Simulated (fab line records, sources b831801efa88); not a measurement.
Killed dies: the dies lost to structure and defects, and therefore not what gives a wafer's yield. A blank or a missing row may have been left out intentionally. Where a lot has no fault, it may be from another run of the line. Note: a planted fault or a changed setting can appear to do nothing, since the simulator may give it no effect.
Which tool did it? || flow sfq line || 15 lots, 45 wafers sampled, at 3 steps of a route of 325

## WHAT THE GAUGES READ, wafer by wafer
SFQ_M6_RS_MEAS_938: a four-point-probe measurement. Usual: M6_NB_RS gives 0.889 ohm/sq (standard deviation 0.0094).
{"lot": "L201", "measured": "day 70 17:52", "on": "film metro-04", "M6_NB_RS (ohm/sq)": "0.899 0.891 0.891", "flag": ""}
{"lot": "L203", "measured": "day 71 03:38", "on": "film metro-02", "M6_NB_RS (ohm/sq)": "0.896 0.897 0.906", "flag": ""}
{"lot": "L204", "measured": "day 71 05:35", "on": "film metro-01", "M6_NB_RS (ohm/sq)": "0.906 0.892 0.889", "flag": ""}
{"lot": "L206", "measured": "day 71 14:04", "on": "film metro-02", "M6_NB_RS (ohm/sq)": "0.897 0.898 0.891", "flag": ""}
{"lot": "L207", "measured": "day 71 16:26", "on": "film metro-04", "M6_NB_RS (ohm/sq)": "0.889 0.892 0.892", "flag": ""}
{"lot": "L208", "measured": "day 71 17:50", "on": "film metro-01", "M6_NB_RS (ohm/sq)": "0.885 0.883 0.888", "flag": ""}
{"lot": "L209", "measured": "day 71 19:37", "on": "film metro-02", "M6_NB_RS (ohm/sq)": "0.882 0.876 0.882", "flag": ""}
{"lot": "L210", "measured": "day 71 20:51", "on": "film metro-04", "M6_NB_RS (ohm/sq)": "0.899 0.895 0.895", "flag": ""}
{"lot": "L215", "measured": "day 72 06:53", "on": "film metro-04", "M6_NB_RS (ohm/sq)": "0.900 0.901 0.899", "flag": ""}
{"lot": "L216", "measured": "day 72 12:51", "on": "film metro-02", "M6_NB_RS (ohm/sq)": "0.886 0.892 0.882", "flag": ""}
{"lot": "L217", "measured": "day 72 16:29", "on": "film metro-01", "M6_NB_RS (ohm/sq)": "0.893 0.891 0.888", "flag": ""}
{"lot": "L218", "measured": "day 72 20:04", "on": "film metro-02", "M6_NB_RS (ohm/sq)": "0.880 0.883 0.890", "flag": ""}
{"lot": "L220", "measured": "day 79 10:32", "on": "film metro-04", "M6_NB_RS (ohm/sq)": "0.884 0.878 0.885", "flag": ""}
{"lot": "L222", "measured": "day 80 20:43", "on": "film metro-01", "M6_NB_RS (ohm/sq)": "0.887 0.888 0.892", "flag": ""}
{"lot": "L224", "measured": "day 81 20:11", "on": "film metro-02", "M6_NB_RS (ohm/sq)": "0.881 0.880 0.897", "flag": ""}

## EACH LOT AND THE TOOL THAT RAN IT (in order: tool; ch and the chambers of the sampled wafers; start)
{"lot": "L201", "SFQ_TRILAYER_R5_DEP_SPUTTER_133": "pvd sputter-06, day 60 10:27", "SFQ_TRILAYER_R5_STRIP_STRIP_140": "rie metal-04 ch 0,1, day 65 09:40"}
{"lot": "L203", "SFQ_TRILAYER_R5_DEP_SPUTTER_133": "pvd sputter-04, day 60 22:27", "SFQ_TRILAYER_R5_STRIP_STRIP_140": "rie metal-04 ch 0,1, day 65 23:04"}
{"lot": "L204", "SFQ_TRILAYER_R5_DEP_SPUTTER_133": "pvd sputter-06, day 61 00:14", "SFQ_TRILAYER_R5_STRIP_STRIP_140": "rie metal-04 ch 0,1, day 66 02:40"}
{"lot": "L206", "SFQ_TRILAYER_R5_DEP_SPUTTER_133": "pvd sputter-03, day 65 10:20", "SFQ_TRILAYER_R5_STRIP_STRIP_140": "rie metal-04 ch 0,1, day 66 13:01"}
{"lot": "L207", "SFQ_TRILAYER_R5_DEP_SPUTTER_133": "pvd sputter-06, day 65 13:20", "SFQ_TRILAYER_R5_STRIP_STRIP_140": "rie metal-02 ch 0,1, day 66 14:13"}
{"lot": "L208", "SFQ_TRILAYER_R5_DEP_SPUTTER_133": "pvd sputter-03, day 65 19:56", "SFQ_TRILAYER_R5_STRIP_STRIP_140": "rie metal-01 ch 0,1, day 66 15:25"}
{"lot": "L209", "SFQ_TRILAYER_R5_DEP_SPUTTER_133": "pvd sputter-04, day 65 22:20", "SFQ_TRILAYER_R5_STRIP_STRIP_140": "rie metal-04 ch 0, day 66 16:37"}
{"lot": "L210", "SFQ_TRILAYER_R5_DEP_SPUTTER_133": "pvd sputter-06, day 66 04:56", "SFQ_TRILAYER_R5_STRIP_STRIP_140": "rie metal-02 ch 0,1, day 66 18:01"}
{"lot": "L215", "SFQ_TRILAYER_R5_DEP_SPUTTER_133": "pvd sputter-06, day 66 17:41", "SFQ_TRILAYER_R5_STRIP_STRIP_140": "rie metal-01 ch 0,1, day 67 00:01"}
{"lot": "L216", "SFQ_TRILAYER_R5_DEP_SPUTTER_133": "pvd sputter-03, day 67 03:52", "SFQ_TRILAYER_R5_STRIP_STRIP_140": "rie metal-01 ch 0,1, day 67 06:32"}
{"lot": "L217", "SFQ_TRILAYER_R5_DEP_SPUTTER_133": "pvd sputter-04, day 67 09:01", "SFQ_TRILAYER_R5_STRIP_STRIP_140": "rie metal-01 ch 0,1, day 67 11:41"}
{"lot": "L218", "SFQ_TRILAYER_R5_DEP_SPUTTER_133": "pvd sputter-03, day 67 11:26", "SFQ_TRILAYER_R5_STRIP_STRIP_140": "rie metal-04 ch 0,1, day 67 14:06"}
{"lot": "L220", "SFQ_TRILAYER_R5_DEP_SPUTTER_133": "pvd sputter-03, day 70 03:01", "SFQ_TRILAYER_R5_STRIP_STRIP_140": "rie metal-02 ch 0,1, day 70 08:29"}
{"lot": "L222", "SFQ_TRILAYER_R5_DEP_SPUTTER_133": "pvd sputter-06, day 71 03:01", "SFQ_TRILAYER_R5_STRIP_STRIP_140": "rie metal-02 ch 1, day 71 07:31"}
{"lot": "L224", "SFQ_TRILAYER_R5_DEP_SPUTTER_133": "pvd sputter-06, day 75 14:53", "SFQ_TRILAYER_R5_STRIP_STRIP_140": "rie metal-02 ch 0,1, day 80 03:37"}
- SFQ_TRILAYER_R5_DEP_SPUTTER_133: material MoNx, target thk 40 nm, time 66.7 s.
- SFQ_TRILAYER_R5_STRIP_STRIP_140: strips in O2.

## WHAT THE TOOLS THEMSELVES READ (means of the sampled wafers that have a number; where no wafer has one, the mark that the record gives instead)
SFQ_TRILAYER_R5_DEP_SPUTTER_133. Usual: throttle valve pct 29.8 %, standard deviation 0.96.
{"lot": "L201", "tool": "pvd sputter-06", "throttle valve pct (%)": 30.6, "flag": ""}
{"lot": "L203", "tool": "pvd sputter-04", "throttle valve pct (%)": 28.8, "flag": ""}
{"lot": "L204", "tool": "pvd sputter-06", "throttle valve pct (%)": 30.9, "flag": ""}
{"lot": "L206", "tool": "pvd sputter-03", "throttle valve pct (%)": 29.8, "flag": ""}
{"lot": "L207", "tool": "pvd sputter-06", "throttle valve pct (%)": 30.8, "flag": ""}
{"lot": "L208", "tool": "pvd sputter-03", "throttle valve pct (%)": 29.5, "flag": ""}
{"lot": "L209", "tool": "pvd sputter-04", "throttle valve pct (%)": 29.9, "flag": ""}
{"lot": "L210", "tool": "pvd sputter-06", "throttle valve pct (%)": 30.8, "flag": ""}
{"lot": "L215", "tool": "pvd sputter-06", "throttle valve pct (%)": 30.5, "flag": ""}
{"lot": "L216", "tool": "pvd sputter-03", "throttle valve pct (%)": 29.6, "flag": ""}
{"lot": "L217", "tool": "pvd sputter-04", "throttle valve pct (%)": 28.9, "flag": ""}
{"lot": "L218", "tool": "pvd sputter-03", "throttle valve pct (%)": 29.4, "flag": ""}
{"lot": "L220", "tool": "pvd sputter-03", "throttle valve pct (%)": 29.2, "flag": ""}
{"lot": "L222", "tool": "pvd sputter-06", "throttle valve pct (%)": 30.7, "flag": ""}
{"lot": "L224", "tool": "pvd sputter-06", "throttle valve pct (%)": 30.7, "flag": ""}

SFQ_TRILAYER_R5_STRIP_STRIP_140. Usual: drypump motor current A 5.70 A, standard deviation 0.17; oes product au 1.000 a.u., standard deviation 0.0094.
{"lot": "L201", "tool": "rie metal-04", "drypump motor current A (A)": 5.84, "oes product au (a.u.)": 0.995, "flag": ""}
{"lot": "L203", "tool": "rie metal-04", "drypump motor current A (A)": 5.83, "oes product au (a.u.)": 0.995, "flag": ""}
{"lot": "L204", "tool": "rie metal-04", "drypump motor current A (A)": 5.86, "oes product au (a.u.)": 1.000, "flag": ""}
{"lot": "L206", "tool": "rie metal-04", "drypump motor current A (A)": 5.84, "oes product au (a.u.)": 0.985, "flag": ""}
{"lot": "L207", "tool": "rie metal-02", "drypump motor current A (A)": 5.51, "oes product au (a.u.)": 1.008, "flag": ""}
{"lot": "L208", "tool": "rie metal-01", "drypump motor current A (A)": 5.59, "oes product au (a.u.)": 1.000, "flag": ""}
{"lot": "L209", "tool": "rie metal-04", "drypump motor current A (A)": 5.79, "oes product au (a.u.)": 0.995, "flag": ""}
{"lot": "L210", "tool": "rie metal-02", "drypump motor current A (A)": 5.62, "oes product au (a.u.)": 1.001, "flag": ""}
{"lot": "L215", "tool": "rie metal-01", "drypump motor current A (A)": 5.59, "oes product au (a.u.)": 0.999, "flag": ""}
{"lot": "L216", "tool": "rie metal-01", "drypump motor current A (A)": 5.60, "oes product au (a.u.)": 1.005, "flag": ""}
{"lot": "L217", "tool": "rie metal-01", "drypump motor current A (A)": 5.59, "oes product au (a.u.)": 0.996, "flag": ""}
{"lot": "L218", "tool": "rie metal-04", "drypump motor current A (A)": 5.88, "oes product au (a.u.)": 0.988, "flag": ""}
{"lot": "L220", "tool": "rie metal-02", "drypump motor current A (A)": 5.49, "oes product au (a.u.)": 1.006, "flag": ""}
{"lot": "L222", "tool": "rie metal-02", "drypump motor current A (A)": 5.40, "oes product au (a.u.)": 1.003, "flag": ""}
{"lot": "L224", "tool": "rie metal-02", "drypump motor current A (A)": 5.59, "oes product au (a.u.)": 1.005, "flag": ""}

## THE ANSWER, worked out from the rows above alone
Rule: a lot counts as off when the mean over its wafers that have a number is more than 3 standard deviations away from the usual mean. Also off: a lot with no number at a reading for which 4 or more lots have one. Any other lot the step has rows for is counted as sound. Order of review: gauges by route order, followed by the tools' own readings, for which a lot's mean as printed above is used. At the first step where some lot is off, the reading lying furthest off is the one used; lots without a number count as furthest.
No lot is off on any of the readings shown, so nothing can be concluded from this.

## WHAT THE SIMULATOR PUT IN
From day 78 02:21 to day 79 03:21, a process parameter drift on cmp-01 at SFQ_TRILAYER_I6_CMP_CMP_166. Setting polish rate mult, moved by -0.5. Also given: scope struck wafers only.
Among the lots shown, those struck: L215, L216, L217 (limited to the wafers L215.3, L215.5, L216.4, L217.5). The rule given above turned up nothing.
